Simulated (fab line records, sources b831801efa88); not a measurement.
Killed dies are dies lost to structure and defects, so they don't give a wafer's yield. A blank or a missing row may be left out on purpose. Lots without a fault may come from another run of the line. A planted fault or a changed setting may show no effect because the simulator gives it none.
Problem report in the 8D (eight disciplines) form, filled by code | flow sky130 | the parts of the form that need people (team, actions taken, sign-off) are left out

1. THE PROBLEM
SD_N_RS at SKY_SD_N_RS_MEAS_16 reads a mean of 65.93 ohm/sq on 6 wafers of 2 lots; wafers without a fault read 68.44 ohm/sq with a standard deviation of 0.12. That is -21 standard deviations from the usual mean.
The step: measures by four-point-probe.
First seen on wafer L973.1, day 32 17:34, on film_metro-01. The record holds 33 wafers of 11 lots with a number at this step. Rule for "out", or "out of limits": more than 4 standard deviations from the usual mean. The other wafers with a number count as sound.

2. WHAT IT IS AND WHAT IT IS NOT
question                    | is                     | is not
which readings at this step | SD_N_RS                | -
which lots                  | L973, L974             | L960, L961, L962, L963, L965, L967, L979, L980, L982
which wafers of those lots  | all that have a number | -
read on which gauges        | film_metro-01          | film_metro-02, film_metro-04
when                        | from day 32 17:34      | up to then (18 sound wafers); but 9 sound wafers of L979, L980, L982 came after

3. SUSPECTS, AND WHAT RULES EACH OUT
Counting: a tool at a process step up to the reading stays a suspect if it ran every lot that is out and no sound lot after the first of them.
- the gauge at SKY_SD_N_RS_MEAS_16: ruled out. All the wafers that are out were read on film_metro-01, but those of them that SKY_SD_N_RTA_14 has rows for are out there too, on other tools.
- rie_diel-03 at SKY_POLY_CUT_ETCH_11 (etches Si3N4 in CF4/CH2F2/Ar, stops on poly-Si, time 42.5 s, target depth 60 nm): ruled out as a lasting fault. Sound lots L982 ran on it after its first lot that is out, L973 (day 29 04:50).
- rtp_anneal-02 at SKY_SD_N_RTA_14 (time 2 s): kept. It ran every lot that is out, first L973 (day 32 17:24), and no sound lot after that; its last sound lot up to then is L967 (day 30 23:53). Its own readings are out on those wafers: wafer_temp_C_max.
Left after counting: rtp_anneal-02 at SKY_SD_N_RTA_14.

4. THE CAUSE (what the simulator had put in)
Process parameter drift: rtp_anneal-02, from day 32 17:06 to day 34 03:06, at SKY_SD_N_RTA_14. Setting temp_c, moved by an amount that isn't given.
Counting left only this tool.

5. THE CHAIN OF EFFECTS, in route order
Each row: a reading whose mean over the struck wafers that have a number lies more than 3 standard deviations from the usual. Only readings for which the record gives a usual standard deviation are gone through. hours: the time from each lot's start at the first step in this table that gives one to its start at this step, as a median over the lots. sigmas: the change in usual standard deviations.
hours | step                | reading          | usual        | on struck wafers | change | sigmas
0     | SKY_SD_N_RTA_14     | lamp_power_pct   | 15.73 %      | 15.96            | +0.23  | +4.0
0     | SKY_SD_N_RTA_14     | wafer_temp_C_max | 1077.9       | 1092.9           | +15.0  | +12
0     | SKY_SD_N_RS_MEAS_16 | SD_N_RS          | 68.44 ohm/sq | 65.93            | -2.51  | -21
0     | SKY_SD_N_RS_MEAS_17 | SD_P_RS          | 146.8 ohm/sq | 134.3            | -12.5  | -34
The process steps in it:
- SKY_SD_N_RTA_14: time 2 s.
Later measuring or inspecting steps at which every struck wafer that the step has a row for has a number for every such reading, and none has moved that far: SKY_LI_CONTACT_OVL_MEAS_13.

6. WHAT WOULD HAVE CAUGHT IT SOONER
In this record the first reading out of limits at a measuring or inspecting step was taken at day 32 17:34, 0 hours after the fault began at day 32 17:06.
The tool's own readings at SKY_SD_N_RTA_14 were out on every struck wafer that the step has a row for (wafer_temp_C_max): an alarm limit on them would have fired on the first of those.
Of the lots that are out (2), L974 began SKY_SD_N_RTA_14 on rtp_anneal-02 after day 32 17:34. A hold on the tool at that time would have spared it.
